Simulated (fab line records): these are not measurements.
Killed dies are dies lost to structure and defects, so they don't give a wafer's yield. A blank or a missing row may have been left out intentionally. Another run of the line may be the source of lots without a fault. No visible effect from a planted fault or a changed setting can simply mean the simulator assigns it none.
fab line records + flow sky130
record
- lots=5
- wafers=15
- last_day=51
route steps=708 shown LOCAL_INTERCONNECT@396 CONTACT@406 PAD_OPEN@708
lots with no fault: from the same line, run without faults
start_h: hours from the record's opening day to when the first of the lot's shown wafers began + wait_h: hours elapsed since this lot's preceding step + " the same as in the row above + L1.1+2: one row covering several wafers at once + - value missing, or start not given + * or withheld: withheld + < > ~ a bound
route shown NAME@n: NAME is a module with steps in the file, n the number in the route of the first one + usual: mean and standard deviation over wafers with no fault + same: alike in all rows + chamber/n: place in a boat + sites: readings site by site + _std_site: their standard deviation + _edge_site: outer sites' mean less inner sites' + radius_mm: for every site, how far away it sits from the centre of the wafer + mask NAME#n: copy n + behind: tool/chamber where the wafer was last shaped + hold: why the lot went on hold/how many hours it stayed there/how the hold came to an end + device: the n, p or np transistor that did not switch + end of line: at the end of the route, the tests of the same wafers + a step given without rows: its recipe and nothing more + killed: at the first sort, the dies lost to defects and structure; wafer yield is something else + map: per-die view of a wafer (x killed, . not killed, _ where there is no die)
set.NAME: the setting as run; set.NAME@STEP: as run at that earlier step + model.NAME: the simulator's own value behind a step, which no gauge read
a table for each step, a row for each wafer; lots at some steps of the route
services: from which hour (start_h, from the record's first day; less than 0 if before it) a tool's chamber was out of use, for how many hours, and why
## steps
# step SKY_LOCAL_INTERCONNECT_PEB_09
# recipe
- peb_temp_c=withheld
- peb_time_s=withheld
- resist=KrF-thick
# step SKY_LOCAL_INTERCONNECT_DEVELOP_10
# recipe
- develop_time_s=60
- resist=KrF-thick
- dev_temp_c=21
# step SKY_LOCAL_INTERCONNECT_CD_MEAS_11
# recipe
- target_cd_nm=170
# usual
- cd_nm=169.7/1.3
| lot.wafer | tool      | chamber | start_h | wait_h | cd_nm |
|-----------|-----------|---------|---------|--------|-------|
| L607.3    | cd_sem-02 | -       | 733.82  | -      | 169.0 |
| L607.5    | "         | -       | "       | "      | 169.0 |
| L607.6    | "         | -       | "       | "      | 168.6 |
| L614.1    | cd_sem-02 | -       | 768.78  | -      | 169.7 |
| L614.5    | "         | -       | "       | "      | 170.0 |
| L614.6    | "         | -       | "       | "      | 168.3 |
| L618.4    | cd_sem-01 | -       | 889.64  | -      | 167.9 |
| L618.5    | "         | -       | "       | "      | 167.6 |
| L618.6    | "         | -       | "       | "      | 170.1 |
| L623.1    | cd_sem-01 | -       | 893.58  | -      | 170.8 |
| L623.2    | "         | -       | "       | "      | 172.7 |
| L623.3    | "         | -       | "       | "      | 171.8 |
| L628.1    | cd_sem-02 | -       | 896.83  | -      | 169.1 |
| L628.3    | "         | -       | "       | "      | 170.7 |
| L628.6    | "         | -       | "       | "      | 170.8 |
# step SKY_LOCAL_INTERCONNECT_OVL_MEAS_12
# usual
- LOCAL_INTERCONNECT_OVL=3/6.1
| lot.wafer | tool       | chamber | start_h | wait_h | LOCAL_INTERCONNECT_OVL[nm] |
|-----------|------------|---------|---------|--------|----------------------------|
| L607.3    | overlay-02 | -       | 733.91  | 0.1    | -3                         |
| L607.5    | "          | -       | "       | "      | -7                         |
| L607.6    | "          | -       | "       | "      | 4                          |
| L614.1    | overlay-01 | -       | 768.90  | 0.1    | -3                         |
| L614.5    | "          | -       | "       | "      | 1                          |
| L614.6    | "          | -       | "       | "      | 6                          |
| L618.4    | overlay-02 | -       | 889.72  | 0.1    | 7                          |
| L618.5    | "          | -       | "       | "      | 5                          |
| L618.6    | "          | -       | "       | "      | 6                          |
| L623.1    | overlay-02 | -       | 893.70  | 0.1    | 4                          |
| L623.2    | "          | -       | "       | "      | 3                          |
| L623.3    | "          | -       | "       | "      | 0                          |
| L628.1    | overlay-02 | -       | 896.95  | 0.1    | 5                          |
| L628.3    | "          | -       | "       | "      | 11                         |
| L628.6    | "          | -       | "       | "      | 6                          |
# step SKY_LOCAL_INTERCONNECT_ETCH_13
# recipe
- chemistry=N2/H2
- target=BARC
- ion_energy_ev=200
- bias_w=100
- pressure_mtorr=30
- n2_flow_sccm=100
- h2_flow_sccm=200
- icp_w=500
- stop_on=SiO2
- time_s=45.9
- target_depth_a=600
# usual
- drypump_motor_current_A=5.7/0.59
- oes_product_au=0.855/0.0048
- throttle_valve_pct=13.225/0.0089
| lot.wafer | tool         | chamber | start_h | wait_h | drypump_motor_current_A | oes_product_au | rf_hours_counter_h | throttle_valve_pct |
|-----------|--------------|---------|---------|--------|-------------------------|----------------|--------------------|--------------------|
| L607.3    | rie_metal-04 | 0       | 733.96  | 0.0    | 4.6                     | 0.863          | -                  | 13.207             |
| L607.5    | "            | 1       | "       | "      | 6.2                     | 0.864          | -                  | 13.228             |
| L607.6    | "            | 0       | "       | "      | 4.6                     | 0.855          | -                  | 13.227             |
| L614.1    | rie_metal-04 | 0       | 768.94  | 0.0    | 4.6                     | 0.857          | 14                 | 13.235             |
| L614.5    | "            | 0       | "       | "      | 4.6                     | 0.855          | -                  | 13.228             |
| L614.6    | "            | 1       | "       | "      | 6.2                     | 0.852          | -                  | 13.232             |
| L618.4    | rie_metal-03 | 0       | 889.76  | 0.0    | 5.9                     | 0.855          | -                  | 13.233             |
| L618.5    | "            | 0       | "       | "      | 6.0                     | 0.855          | -                  | 13.232             |
| L618.6    | "            | 1       | "       | "      | 6.0                     | 0.849          | -                  | 13.236             |
| L623.1    | rie_metal-02 | 0       | 893.74  | 0.0    | 5.7                     | 0.849          | 5                  | 13.216             |
| L623.2    | "            | 1       | "       | "      | 6.2                     | 0.862          | 9                  | 13.213             |
| L623.3    | "            | 0       | "       | "      | 5.7                     | 0.848          | -                  | 13.223             |
| L628.1    | rie_metal-03 | 1       | 896.99  | 0.0    | 6.0                     | 0.857          | 9                  | 13.213             |
| L628.3    | "            | 0       | "       | "      | 5.9                     | 0.854          | -                  | 13.215             |
| L628.6    | "            | 1       | "       | "      | 6.0                     | 0.852          | -                  | 13.236             |
# step SKY_LOCAL_INTERCONNECT_METAL_ETCH_14
# recipe
- target_depth_nm=110
- stop_on=PSG
- chemistry=Cl2/BCl3
- target=TiN
- resist_sidewall_deg=88
- pressure_mtorr=10
- icp_w=900
- bias_w=48.5
- Cl2_flow_sccm=60
- bcl3_flow_sccm=30
- time_s=31.4
# usual
- drypump_motor_current_A=5.7/0.59
- mfc_cl2_sccm=60.01/0.16
- oes_product_au=0.944/0.0067
- throttle_valve_pct=21.899/0.01
| lot.wafer | tool         | chamber | start_h | wait_h | drypump_motor_current_A | mfc_cl2_sccm | oes_product_au | rf_hours_counter_h | throttle_valve_pct |
|-----------|--------------|---------|---------|--------|-------------------------|--------------|----------------|--------------------|--------------------|
| L607.3    | rie_metal-04 | 0       | 734.02  | 0.0    | 4.6                     | 60.15        | 0.941          | -                  | 21.900             |
| L607.5    | "            | 1       | "       | "      | 6.2                     | 59.92        | 0.938          | -                  | 21.913             |
| L607.6    | "            | 0       | "       | "      | 4.6                     | 59.84        | 0.955          | -                  | 21.895             |
| L614.1    | rie_metal-04 | 0       | 769.00  | 0.0    | 4.6                     | 60.04        | 0.947          | 14                 | 21.896             |
| L614.5    | "            | 0       | "       | "      | 4.6                     | 60.29        | 0.944          | -                  | 21.891             |
| L614.6    | "            | 1       | "       | "      | 6.2                     | 60.12        | 0.942          | -                  | 21.892             |
| L618.4    | rie_metal-03 | 0       | 889.82  | 0.0    | 5.9                     | 59.79        | 0.942          | -                  | 21.902             |
| L618.5    | "            | 0       | "       | "      | 5.9                     | 59.82        | 0.940          | -                  | 21.916             |
| L618.6    | "            | 1       | "       | "      | 6.0                     | 60.05        | 0.939          | -                  | 21.906             |
| L623.1    | rie_metal-02 | 0       | 893.80  | 0.0    | 5.7                     | 59.91        | 0.953          | 5                  | 21.893             |
| L623.2    | "            | 1       | "       | "      | 6.2                     | 59.97        | 0.945          | 9                  | 21.886             |
| L623.3    | "            | 0       | "       | "      | 5.7                     | 60.10        | 0.952          | -                  | 21.905             |
| L628.1    | rie_metal-03 | 1       | 897.05  | 0.0    | 6.0                     | 59.67        | 0.936          | 9                  | 21.897             |
| L628.3    | "            | 0       | "       | "      | 5.9                     | 60.23        | 0.947          | -                  | 21.884             |
| L628.6    | "            | 1       | "       | "      | 6.0                     | 59.71        | 0.940          | -                  | 21.903             |
# step SKY_LOCAL_INTERCONNECT_STRIP_15
# recipe
- chemistry=O2/N2
- power_w=1400
- pressure_mtorr=1500
- platen_temp_c=withheld
- o2_flow_sccm=3000
- n2_flow_sccm=300
- overash_fraction=0.5
# usual
- drypump_motor_current_A=5.4/0.42
- oes_product_au=0.427/0.0043
- strip_time_to_endpoint_s=4.732/0.021
| lot.wafer | tool            | chamber | start_h | wait_h | drypump_motor_current_A | oes_product_au | rf_hours_counter_h | strip_time_to_endpoint_s |
|-----------|-----------------|---------|---------|--------|-------------------------|----------------|--------------------|--------------------------|
| L607.3    | plasma_asher-02 | 0       | 734.08  | 0.1    | 5.6                     | 0.425          | -                  | 4.725                    |
| L607.5    | "               | 0       | "       | "      | 5.6                     | 0.425          | -                  | 4.736                    |
| L607.6    | "               | 1       | "       | "      | 5.3                     | 0.427          | -                  | 4.748                    |
| L614.1    | plasma_asher-02 | 0       | 769.05  | 0.0    | 5.6                     | 0.430          | 35                 | 4.758                    |
| L614.5    | "               | 0       | "       | "      | 5.6                     | 0.424          | -                  | 4.743                    |
| L614.6    | "               | 1       | "       | "      | 5.3                     | 0.421          | -                  | 4.753                    |
| L618.4    | plasma_asher-04 | 0       | 889.89  | 0.1    | 5.7                     | 0.425          | -                  | 4.713                    |
| L618.5    | "               | 1       | "       | "      | 5.6                     | 0.429          | -                  | 4.691                    |
| L618.6    | "               | 0       | "       | "      | 5.7                     | 0.424          | -                  | 4.742                    |
| L623.1    | plasma_asher-02 | 0       | 893.85  | 0.0    | 5.6                     | 0.421          | 48                 | 4.696                    |
| L623.2    | "               | 1       | "       | "      | 5.3                     | 0.430          | 48                 | 4.726                    |
| L623.3    | "               | 0       | "       | "      | 5.6                     | 0.422          | -                  | 4.700                    |
| L628.1    | plasma_asher-01 | 1       | 897.10  | 0.0    | 5.9                     | 0.434          | 76                 | 4.741                    |
| L628.3    | "               | 1       | "       | "      | 5.9                     | 0.416          | -                  | 4.724                    |
| L628.6    | "               | 0       | "       | "      | 4.7                     | 0.421          | -                  | 4.749                    |
# step SKY_LOCAL_INTERCONNECT_STRIP_16
# recipe
- chemistry=post_etch_residue_remover
- time_s=1200
- temp_c=72.5
# step SKY_LOCAL_INTERCONNECT_CLEAN_17
# recipe
- chemistry=IPA
- time_s=180
- temp_c=25
# step SKY_LOCAL_INTERCONNECT_CLEAN_18
# recipe
- chemistry=O3/DIW
- dry=n2_spin
# step SKY_CONTACT_CVD_00
# recipe
- material=Si3N4
- target_thk_nm=75
- temp_c=400
- time_s=withheld
- rf_w=450
# usual
- heater_power_w=732/110
| lot.wafer | tool     | chamber | start_h | wait_h | heater_power_w |
|-----------|----------|---------|---------|--------|----------------|
| L607.3    | pecvd-04 | 2       | 734.64  | 0.0    | 902            |
| L607.5    | "        | 2       | "       | "      | 923            |
| L607.6    | "        | 1       | "       | "      | 679            |
| L614.1    | pecvd-01 | 1       | 769.67  | 0.0    | 565            |
| L614.5    | "        | 1       | "       | "      | 583            |
| L614.6    | "        | 0       | "       | "      | 563            |
| L618.4    | pecvd-01 | 2       | 890.51  | 0.0    | 786            |
| L618.5    | "        | 0       | "       | "      | 685            |
| L618.6    | "        | 1       | "       | "      | 559            |
| L623.1    | pecvd-04 | 1       | 894.56  | 0.0    | 803            |
| L623.2    | "        | 0       | "       | "      | 863            |
| L623.3    | "        | 2       | "       | "      | 880            |
| L628.1    | pecvd-03 | 0       | 897.79  | 0.0    | 667            |
| L628.3    | "        | 2       | "       | "      | 553            |
| L628.6    | "        | 0       | "       | "      | 656            |
# step SKY_CONTACT_THK_MEAS_01
# recipe
- reads=Si3N4_of_CONTACT_CVD_00
# usual
- CONTACT_CVD_00_THK=75.1/0.93
| lot.wafer | tool          | chamber | start_h | wait_h | CONTACT_CVD_00_THK[nm] |
|-----------|---------------|---------|---------|--------|------------------------|
| L607.3    | film_metro-02 | -       | 734.69  | -      | 74.3                   |
| L607.5    | "             | -       | "       | "      | 75.3                   |
| L607.6    | "             | -       | "       | "      | 76.6                   |
| L614.1    | film_metro-04 | -       | 769.71  | -      | 74.3                   |
| L614.5    | "             | -       | "       | "      | 74.5                   |
| L614.6    | "             | -       | "       | "      | 74.9                   |
| L618.4    | film_metro-01 | -       | 890.55  | -      | 75.7                   |
| L618.5    | "             | -       | "       | "      | 75.3                   |
| L618.6    | "             | -       | "       | "      | 75.8                   |
| L623.1    | film_metro-01 | -       | 894.59  | -      | 75.3                   |
| L623.2    | "             | -       | "       | "      | 74.7                   |
| L623.3    | "             | -       | "       | "      | 75.2                   |
| L628.1    | film_metro-01 | -       | 897.83  | -      | 73.6                   |
| L628.3    | "             | -       | "       | "      | 74.5                   |
| L628.6    | "             | -       | "       | "      | 74.4                   |
# step SKY_CONTACT_HDPCVD_02
# recipe
- material=SiO2
- target_thk_nm=565
- sigma_open_frac=0.3
- time_s=94.2
- temp_c=600
- sih4_flow_sccm=60
- pressure_mtorr=6
# usual
- sih4_flow_sccm=60.02/0.17
| lot.wafer | tool      | chamber | start_h | wait_h | sih4_flow_sccm | model.SiO2_of_CONTACT_HDPCVD_02.thk_nm |
|-----------|-----------|---------|---------|--------|----------------|----------------------------------------|
| L607.3    | hdpcvd-02 | 1       | 734.73  | 0.0    | 60.07          | 550.8                                  |
| L607.5    | "         | 1       | "       | "      | 60.12          | 556.1                                  |
| L607.6    | "         | 0       | "       | "      | 59.85          | 564.2                                  |
| L614.1    | hdpcvd-01 | 2       | 769.77  | 0.1    | 59.88          | 561.6                                  |
| L614.5    | "         | 1       | "       | "      | 60.10          | 555.4                                  |
| L614.6    | "         | 0       | "       | "      | 59.75          | 565.8                                  |
| L618.4    | hdpcvd-01 | 2       | 890.62  | 0.1    | 60.13          | 563.9                                  |
| L618.5    | "         | 1       | "       | "      | 59.98          | 558.2                                  |
| L618.6    | "         | 0       | "       | "      | 60.03          | 563.4                                  |
| L623.1    | hdpcvd-02 | 0       | 894.65  | 0.1    | 60.16          | 577.8                                  |
| L623.2    | "         | 1       | "       | "      | 60.08          | 565.1                                  |
| L623.3    | "         | 2       | "       | "      | 60.14          | 577.8                                  |
| L628.1    | hdpcvd-02 | 0       | 897.89  | 0.1    | 72.28          | 682.3                                  |
| L628.3    | "         | 1       | "       | "      | 60.12          | 565.3                                  |
| L628.6    | "         | 1       | "       | "      | 60.03          | 562.3                                  |
# step SKY_CONTACT_THK_MEAS_03
# recipe
- reads=SiO2_of_CONTACT_HDPCVD_02
# usual
- CONTACT_HDPCVD_THK=566/5.6
| lot.wafer | tool          | chamber | start_h | wait_h | CONTACT_HDPCVD_THK[nm] |
|-----------|---------------|---------|---------|--------|------------------------|
| L607.3    | film_metro-02 | -       | 734.82  | 0.1    | 551                    |
| L607.5    | "             | -       | "       | "      | 556                    |
| L607.6    | "             | -       | "       | "      | 565                    |
| L614.1    | film_metro-02 | -       | 769.84  | 0.0    | 561                    |
| L614.5    | "             | -       | "       | "      | 555                    |
| L614.6    | "             | -       | "       | "      | 566                    |
| L618.4    | film_metro-04 | -       | 890.68  | 0.0    | 563                    |
| L618.5    | "             | -       | "       | "      | 558                    |
| L618.6    | "             | -       | "       | "      | 564                    |
| L623.1    | film_metro-04 | -       | 894.72  | 0.0    | 578                    |
| L623.2    | "             | -       | "       | "      | 565                    |
| L623.3    | "             | -       | "       | "      | 578                    |
| L628.1    | film_metro-04 | -       | 897.96  | 0.0    | 682                    |
| L628.3    | "             | -       | "       | "      | 565                    |
| L628.6    | "             | -       | "       | "      | 562                    |
# step SKY_CONTACT_CMP_04
# recipe
- material=SiO2
- down_force_psi=4
- platen_rpm=60
- pad_velocity_m_s=0.94248
# usual
- motor_current_A=12.1/1.8
- time_to_endpoint_s=82/4
| lot.wafer | tool   | chamber | start_h | wait_h | motor_current_A | time_to_endpoint_s |
|-----------|--------|---------|---------|--------|-----------------|--------------------|
| L607.3    | cmp-01 | 0       | 734.91  | 0.1    | 10.6            | 81                 |
| L607.6    | "      | 3       | "       | "      | 14.8            | 84                 |
| L607.5    | "      | 0       | "       | "      | 10.5            | 82                 |
| L614.1    | cmp-02 | 2       | 770.00  | 0.1    | 15.3            | 79                 |
| L614.5    | "      | 0       | "       | "      | 11.0            | 74                 |
| L614.6    | "      | 1       | "       | "      | 11.9            | 77                 |
| L618.4    | cmp-02 | 1       | 890.76  | 0.1    | 10.1            | 82                 |
| L618.5    | "      | 0       | "       | "      | 10.6            | 77                 |
| L618.6    | "      | 1       | "       | "      | 11.0            | 82                 |
| L623.1    | cmp-01 | 0       | 894.78  | 0.1    | 11.0            | 89                 |
| L623.3    | "      | 1       | "       | "      | 11.7            | 83                 |
| L623.2    | "      | 3       | "       | "      | 13.4            | 86                 |
| L628.3    | cmp-02 | 2       | 898.02  | 0.0    | 14.6            | 86                 |
| L628.1    | "      | 3       | "       | "      | 9.5             | 126                |
| L628.6    | "      | 2       | "       | "      | 15.4            | 83                 |
# step SKY_CONTACT_BOW_MEAS_05
# recipe
- mode=bow
# usual
- CONTACT_BOW=84/7.3
| lot.wafer | tool          | chamber | start_h | wait_h | CONTACT_BOW[um] |
|-----------|---------------|---------|---------|--------|-----------------|
| L607.3    | film_metro-01 | -       | 735.20  | 0.2    | 90              |
| L607.5    | "             | -       | "       | "      | 92              |
| L607.6    | "             | -       | "       | "      | 87              |
| L614.1    | film_metro-04 | -       | 770.20  | 0.1    | 79              |
| L614.5    | "             | -       | "       | "      | 70              |
| L614.6    | "             | -       | "       | "      | 73              |
| L618.4    | film_metro-04 | -       | 891.07  | 0.3    | 79              |
| L618.5    | "             | -       | "       | "      | 64              |
| L618.6    | "             | -       | "       | "      | 71              |
| L623.1    | film_metro-04 | -       | 895.08  | 0.2    | 84              |
| L623.2    | "             | -       | "       | "      | 84              |
| L623.3    | "             | -       | "       | "      | 76              |
| L628.1    | film_metro-01 | -       | 898.32  | 0.2    | 76              |
| L628.3    | "             | -       | "       | "      | 94              |
| L628.6    | "             | -       | "       | "      | 89              |
# step SKY_PAD_OPEN_PROBE_99
# usual
- killed_at_M0_to_M3=42/7.3
- killed_at_M4_up=3.4/2
- killed_at_contacts=24/5.6
- killed_at_front_end=16/4.5
- killed_at_other=0.2/0.51
- killed_dies=86/9.8
- killed_open=46/7
- killed_short=40/6.7
# same
- gross_dies=492
- killed_at_back_side=0
| lot.wafer | tool      | chamber | start_h | wait_h | killed_at_M0_to_M3 | killed_at_M4_up | killed_at_contacts | killed_at_front_end | killed_at_other | killed_dies | killed_open | killed_short |
|-----------|-----------|---------|---------|--------|--------------------|-----------------|--------------------|---------------------|-----------------|-------------|-------------|--------------|
| L607.3    | prober-01 | -       | 1100.05 | 0.2    | 34                 | 1               | 20                 | 14                  | 0               | 69          | 44          | 24           |
| L607.5    | prober-01 | -       | 1100.15 | 0.2    | 49                 | 5               | 23                 | 10                  | 0               | 87          | 45          | 41           |
| L607.6    | prober-01 | -       | 1100.20 | 0.2    | 42                 | 5               | 17                 | 11                  | 0               | 75          | 44          | 31           |
| L614.1    | prober-01 | -       | 1125.03 | 0.1    | 44                 | 4               | 19                 | 18                  | 0               | 85          | 40          | 44           |
| L614.5    | prober-01 | -       | 1125.23 | 0.2    | 49                 | 4               | 18                 | 20                  | 0               | 91          | 47          | 44           |
| L614.6    | prober-01 | -       | 1125.28 | 0.2    | 46                 | 1               | 21                 | 12                  | 0               | 80          | 49          | 31           |
| L618.4    | prober-02 | -       | 1210.16 | 0.2    | 38                 | 3               | 37                 | 14                  | 0               | 92          | 56          | 36           |
| L618.5    | prober-02 | -       | 1210.21 | 0.2    | 41                 | 3               | 28                 | 12                  | 0               | 84          | 43          | 41           |
| L618.6    | prober-02 | -       | 1210.26 | 0.2    | 41                 | 5               | 30                 | 19                  | 1               | 96          | 50          | 46           |
| L623.1    | prober-01 | -       | 1213.86 | 0.1    | 43                 | 4               | 21                 | 9                   | 0               | 77          | 46          | 31           |
| L623.2    | prober-01 | -       | 1213.91 | 0.1    | 34                 | 2               | 30                 | 15                  | 0               | 81          | 50          | 31           |
| L623.3    | prober-01 | -       | 1213.96 | 0.2    | 46                 | 4               | 29                 | 18                  | 0               | 97          | 49          | 48           |
| L628.1    | prober-01 | -       | 1217.24 | 0.1    | 43                 | 1               | 18                 | 12                  | 0               | 74          | 41          | 33           |
| L628.3    | prober-01 | -       | 1217.34 | 0.2    | 46                 | 3               | 22                 | 7                   | 0               | 78          | 39          | 39           |
| L628.6    | prober-01 | -       | 1217.49 | 0.2    | 46                 | 4               | 24                 | 12                  | 0               | 86          | 46          | 39           |
# killed by level:class
L607.3 VIA1:geometric_particle:open=9 LI_CONTACT:geometric_particle:open=6 LOCAL_INTERCONNECT:geometric_particle:short=6 POLY_GATE:geometric_particle:open=5 VIA3:geometric_particle:open=5 METAL1:geometric_particle:short=4 CONTACT:geometric_particle:open=4 METAL1:geometric_particle:open=4
L607.5 VIA1:geometric_particle:open=12 LI_CONTACT:geometric_particle:open=9 VIA3:geometric_particle:open=9 CONTACT:geometric_particle:open=5 METAL1:geometric_particle:short=5 METAL2:geometric_particle:short=4 VIA2:geometric_particle:short=4 VIA3:geometric_particle:short=4
L607.6 VIA3:geometric_particle:open=9 VIA1:geometric_particle:open=8 VIA1:geometric_particle:short=5 POLY_GATE:geometric_particle:short=4 LI_CONTACT:geometric_particle:open=4 CONTACT:geometric_particle:open=4 METAL2:geometric_particle:open=4 VIA2:geometric_particle:open=4
L614.1 METAL1:geometric_particle:short=7 VIA1:geometric_particle:open=7 LI_CONTACT:geometric_particle:open=6 VIA3:geometric_particle:open=6 FIELD_ISO:geometric_particle:short=5 CONTACT:geometric_particle:short=5 VIA1:geometric_particle:short=5 POLY_GATE:geometric_particle:open=4
L614.5 VIA2:geometric_particle:open=11 CONTACT:geometric_particle:open=10 FIELD_ISO:geometric_particle:open=8 VIA1:geometric_particle:open=8 FIELD_ISO:geometric_particle:short=7 METAL2:geometric_particle:short=7 METAL1:geometric_particle:short=5 VIA2:geometric_particle:short=5
L614.6 VIA2:geometric_particle:open=11 VIA3:geometric_particle:open=10 CONTACT:geometric_particle:open=7 LI_CONTACT:geometric_particle:open=6 METAL1:geometric_particle:short=6 VIA1:geometric_particle:open=5 FIELD_ISO:geometric_particle:open=4 METAL2:geometric_particle:short=4
L618.4 CONTACT:geometric_particle:open=16 LI_CONTACT:geometric_particle:open=12 VIA1:geometric_particle:open=11 METAL1:geometric_particle:short=6 POLY_GATE:geometric_particle:open=4 CONTACT:geometric_particle:short=4 METAL2:geometric_particle:short=4 VIA2:geometric_particle:open=4
L618.5 LOCAL_INTERCONNECT:geometric_particle:short=7 LI_CONTACT:geometric_particle:open=7 CONTACT:geometric_particle:open=7 METAL1:geometric_particle:short=7 VIA1:geometric_particle:open=6 VIA2:geometric_particle:open=6 LI_CONTACT:geometric_particle:short=5 VIA3:geometric_particle:open=5
L618.6 CONTACT:geometric_particle:open=10 METAL2:geometric_particle:short=9 FIELD_ISO:geometric_particle:open=8 CONTACT:geometric_particle:short=8 LI_CONTACT:geometric_particle:open=7 VIA2:geometric_particle:open=6 VIA1:geometric_particle:open=6 VIA3:geometric_particle:open=5
L623.1 VIA2:geometric_particle:open=11 VIA1:geometric_particle:open=10 CONTACT:geometric_particle:open=9 FIELD_ISO:geometric_particle:short=4 VIA3:geometric_particle:open=4 METAL1:geometric_particle:short=4 LI_CONTACT:geometric_particle:short=3 LI_CONTACT:geometric_particle:open=3
L623.2 CONTACT:geometric_particle:open=12 POLY_GATE:geometric_particle:open=7 LI_CONTACT:geometric_particle:open=7 METAL2:geometric_particle:short=7 VIA2:geometric_particle:open=7 CONTACT:geometric_particle:short=5 VIA1:geometric_particle:open=5 METAL1:geometric_particle:short=4
L623.3 LI_CONTACT:geometric_particle:open=10 METAL2:geometric_particle:short=9 CONTACT:geometric_particle:open=9 VIA1:geometric_particle:open=7 POLY_GATE:geometric_particle:short=6 METAL1:geometric_particle:short=6 LOCAL_INTERCONNECT:geometric_particle:short=5 VIA3:geometric_particle:open=5
L628.1 VIA3:geometric_particle:open=7 CONTACT:geometric_particle:open=7 METAL2:geometric_particle:short=7 VIA2:geometric_particle:open=7 VIA1:geometric_particle:open=5 METAL1:geometric_particle:short=4 METAL1:geometric_particle:open=4 VIA2:geometric_particle:short=4
L628.3 VIA2:geometric_particle:open=10 LI_CONTACT:geometric_particle:open=8 CONTACT:geometric_particle:open=8 METAL2:geometric_particle:short=8 VIA1:geometric_particle:open=6 VIA2:geometric_particle:short=5 METAL1:geometric_particle:short=4 VIA3:geometric_particle:open=4
L628.6 VIA1:geometric_particle:open=9 METAL1:geometric_particle:short=8 CONTACT:geometric_particle:open=7 VIA2:geometric_particle:open=7 LI_CONTACT:geometric_particle:open=6 VIA2:geometric_particle:short=6 VIA3:geometric_particle:open=5 LOCAL_INTERCONNECT:geometric_particle:short=4
## services
| tool            | chamber | start_h | hours | kind   |
|-----------------|---------|---------|-------|--------|
| cmp-01          | -       | 712.96  | 0.5   | repair |
| cmp-01          | -       | 713.68  | 3.9   | repair |
| pecvd-04        | 0       | 719.95  | 10.9  | repair |
| hdpcvd-01       | 0       | 732.91  | 5.2   | repair |
| cmp-02          | -       | 744.00  | 4.0   | pm     |
| plasma_asher-02 | -       | 745.76  | 2.8   | pm     |
| cmp-01          | -       | 748.00  | 12.3  | pm     |
| plasma_asher-02 | -       | 748.51  | 4.3   | pm     |
| hdpcvd-02       | -       | 756.63  | 5.5   | pm     |
| cmp-01          | -       | 765.25  | 0.7   | repair |
| cmp-01          | -       | 773.45  | 3.9   | repair |
| hdpcvd-01       | 0       | 774.59  | 14.3  | repair |
| cmp-02          | -       | 777.92  | 2.1   | repair |
| hdpcvd-01       | -       | 785.96  | 0.8   | repair |
| rie_metal-03    | 0       | 796.63  | 4.9   | repair |
| pecvd-01        | 0       | 807.46  | 12.7  | repair |
| cmp-02          | -       | 807.99  | 0.5   | repair |
| rie_metal-02    | -       | 809.11  | 1.4   | pm     |
| rie_metal-02    | -       | 849.62  | 0.2   | repair |
| hdpcvd-01       | -       | 857.83  | 0.5   | repair |
| plasma_asher-02 | -       | 858.77  | 1.3   | repair |
| cmp-02          | -       | 868.85  | 5.1   | repair |
| pecvd-04        | -       | 872.07  | 0.5   | repair |
| pecvd-01        | -       | 879.02  | 2.8   | pm     |
## key
first_sign
- step=SKY_CONTACT_HDPCVD_02
- reading=sih4_flow_sccm
- direction=up
- sigmas=73
- usual=60.02
- struck=72.28
effect
- step=SKY_CONTACT_THK_MEAS_03
- reading=CONTACT_HDPCVD_THK
- direction=up
- sigmas=21
- usual=566
- struck=682
effect
- step=SKY_CONTACT_CMP_04
- reading=time_to_endpoint_s
- direction=up
- sigmas=11
- usual=*
- struck=*
model_effect
- step=SKY_CONTACT_HDPCVD_02
- value=SiO2_of_CONTACT_HDPCVD_02.thk_nm
- without=569.3
- struck=682.3
met_at SKY_CONTACT_HDPCVD_02
struck_wafers L628.1
tester_left_out L628
onset_between 894.65 897.89
fault
- kind=process_parameter_drift
- tool=hdpcvd-02
- chamber=0
- onset_h=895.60
- steps=SKY_CONTACT_HDPCVD_02
- channel=sih4_flow_sccm
- offset=12
- shape=step
- end_h=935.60
- acts_in=these_recipes_only
- stated=60
# tester_left_out: of these lots the tester's yield and bins aren't shown, on N5 and GAA mostly nor the transistor test; their killed dies are dies lost to structure and defects alone, not to doping, threshold or leakage, so they don't give the yield
